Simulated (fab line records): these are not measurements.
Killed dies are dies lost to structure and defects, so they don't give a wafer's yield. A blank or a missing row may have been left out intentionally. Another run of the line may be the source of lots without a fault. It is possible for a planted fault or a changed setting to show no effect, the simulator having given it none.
Matching of chambers / flow gf180mcu / rie-diel-04 running GF_PASSIVATION_ETCH_11: 4 sister chambers
The step etches the open film in CF4/O2, stops on TiN, target depth 1800 nm, time 400 s. 8 wafers are shown with their chamber, then 11 later ones without.

## EACH WAFER AND ITS CHAMBER
wafer=L084.3; chamber=3; drypump-motor-current-A (A)=5.97; throttle-valve-pct (%)=5.953
wafer=L084.6; chamber=1; drypump-motor-current-A (A)=5.83; throttle-valve-pct (%)=5.975
wafer=L086.3; chamber=1; drypump-motor-current-A (A)=5.85; throttle-valve-pct (%)=5.967
wafer=L086.4; chamber=2; drypump-motor-current-A (A)=5.42; throttle-valve-pct (%)=5.961
wafer=L089.2; chamber=2; drypump-motor-current-A (A)=5.40; throttle-valve-pct (%)=5.959
wafer=L089.4; chamber=3; drypump-motor-current-A (A)=5.94; throttle-valve-pct (%)=5.967
wafer=L089.6; chamber=0; drypump-motor-current-A (A)=6.20; throttle-valve-pct (%)=5.950
wafer=L091.1; chamber=0; drypump-motor-current-A (A)=6.20; throttle-valve-pct (%)=5.949

## WAFERS MISSING THEIR CHAMBER
wafer=L091.2; drypump-motor-current-A (A)=5.96; throttle-valve-pct (%)=5.943
wafer=L091.4; drypump-motor-current-A (A)=5.96; throttle-valve-pct (%)=5.969
wafer=L095.2; drypump-motor-current-A (A)=5.97; throttle-valve-pct (%)=5.962
wafer=L095.4; drypump-motor-current-A (A)=5.40; throttle-valve-pct (%)=5.975
wafer=L095.6; drypump-motor-current-A (A)=5.37; throttle-valve-pct (%)=5.959
wafer=L096.3; drypump-motor-current-A (A)=5.43; throttle-valve-pct (%)=5.968
wafer=L096.4; drypump-motor-current-A (A)=6.21; throttle-valve-pct (%)=5.956
wafer=L096.5; drypump-motor-current-A (A)=5.45; throttle-valve-pct (%)=5.957
wafer=L097.1; drypump-motor-current-A (A)=5.42; throttle-valve-pct (%)=5.968
wafer=L097.4; drypump-motor-current-A (A)=6.18; throttle-valve-pct (%)=5.971
wafer=L097.5; drypump-motor-current-A (A)=5.42; throttle-valve-pct (%)=5.971

## WHICH CHAMBER EACH ONE RAN IN
wafer=L091.2; from the rows above=3; in truth=3
wafer=L091.4; from the rows above=3; in truth=3
wafer=L095.2; from the rows above=3; in truth=3
wafer=L095.4; from the rows above=2; in truth=2
wafer=L095.6; from the rows above=2; in truth=2
wafer=L096.3; from the rows above=2; in truth=2
wafer=L096.4; from the rows above=0; in truth=0
wafer=L096.5; from the rows above=2; in truth=2
wafer=L097.1; from the rows above=2; in truth=2
wafer=L097.4; from the rows above=0; in truth=0
wafer=L097.5; from the rows above=2; in truth=2
Correct placement for 11 of the 11. Can't be placed from these rows: 0. Placed wrongly: 0.
How it was worked out, from the rows above alone: a wafer's distance from a chamber is the root of the sum, over the readings, of the square of ((its reading less the chamber's mean) divided by the reading's scatter). The wafer belongs to the nearest chamber; if the next one is less than 2 further off, it can't be placed. Each chamber's mean is taken over the wafers shown for it. How the scatter is found: for the shown wafers, subtract from each reading the mean of its chamber, square and add these, divide the total by (wafers less chambers), then take the root.
